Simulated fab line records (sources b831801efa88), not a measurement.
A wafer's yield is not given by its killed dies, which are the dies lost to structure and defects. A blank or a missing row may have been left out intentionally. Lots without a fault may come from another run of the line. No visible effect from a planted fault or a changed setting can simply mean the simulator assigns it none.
Problem report in the 8D (eight disciplines) form, filled by code :: flow sky130 :: the parts of the form that need people (team, actions taken, sign-off) are left out

== 1. THE ISSUE ==
At SKY_PAD_OPEN_PROBE_99, killedAtFrontEnd averages 64 over 2 wafers from 2 lots, while fault-free wafers read 16, standard deviation 4.3. That is +11 standard deviations from the usual mean.
First observed at day 48 05:13: wafer L944.6, on prober-02. The record holds 6 wafers of 2 lots with a number at this step. Rule for "out", or "out of limits": more than 4 standard deviations from the usual mean. The other wafers with a number count as sound.

== 2. WHAT THIS IS AND IS NOT ==
question: which readings at this step
is: killedAtFrontEnd, killedDies
is not: killed_at_M0_to_M3, killed_at_M4_up, killedAtContacts, killedAtOther, killedOpen, killedShort

question: which lots
is: L943, L944
is not: -

question: which wafers of those lots
is: L943.1, L944.6
is not: L943.3, L943.6, L944.2, L944.4

question: read on which tools
is: prober-01, prober-02
is not: -

question: when
is: from day 48 05:13
is not: up to then (2 sound wafers); but 2 sound wafers of L943 came after

== 3. WHAT RULES OUT EACH SUSPECT ==
Counting: a tool at a process step up to the reading stays a suspect if it ran every lot that is out. Sound lots after the first of them don't rule it out here, since some wafers of a struck lot are sound.
- rieDiel-04 at SKY_POLY_CUT_ETCH_11 (etches Si3N4 in CF4/CH2F2/Ar, stops on poly-Si, time 42.5 s, target depth 60 nm): kept. It ran every lot that is out, first L944 (day 27 15:09).
- At SKY_POLY_CUT_ETCH_11, inside rieDiel-04: chamber 1 took the wafers that are out, while their sound lot-mates went through chambers 0, 2, 3.
The count leaves rieDiel-04 at SKY_POLY_CUT_ETCH_11.

== 4. THE CAUSE (what the simulator had put in) ==
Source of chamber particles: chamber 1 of rieDiel-04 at SKY_POLY_CUT_ETCH_11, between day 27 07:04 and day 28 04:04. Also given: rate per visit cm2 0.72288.
The count eliminated every tool but this one.

== 5. THE EFFECT CHAIN, in route order ==
Each row: a reading whose mean over the struck wafers that have a number lies more than 3 standard deviations from the usual. Only readings whose record carries a usual standard deviation are examined. hours: median over the lots of the time between each lot's start at the first step of this table that gives one and its start at this step. sigmas: the change, counted in usual standard deviations.
hours: 0
step: SKY_PAD_OPEN_PROBE_99
reading: killedAtFrontEnd
usual: 16
on struck wafers: 64
change: +48
sigmas: +11

hours: 0
step: SKY_PAD_OPEN_PROBE_99
reading: killedDies
usual: 86
on struck wafers: 132
change: +46
sigmas: +4.9
It contains these process steps:
- SKY_PAD_OPEN_PROBE_99

== 6. WHAT WOULD HAVE CAUGHT IT SOONER ==
In this record no reading fell out of limits until day 48 05:13, 502 hours after the fault had begun at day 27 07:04.
Tool readings at SKY_POLY_CUT_ETCH_11 with a usual standard deviation given in the record: none out on any struck wafer, hence no alarm at a limit of 4 standard deviations on them.
By day 48 05:13 the whole set of lots that are out, 2 in number, had already begun SKY_POLY_CUT_ETCH_11 on rieDiel-04. A hold on the tool at that time would have spared none of them.
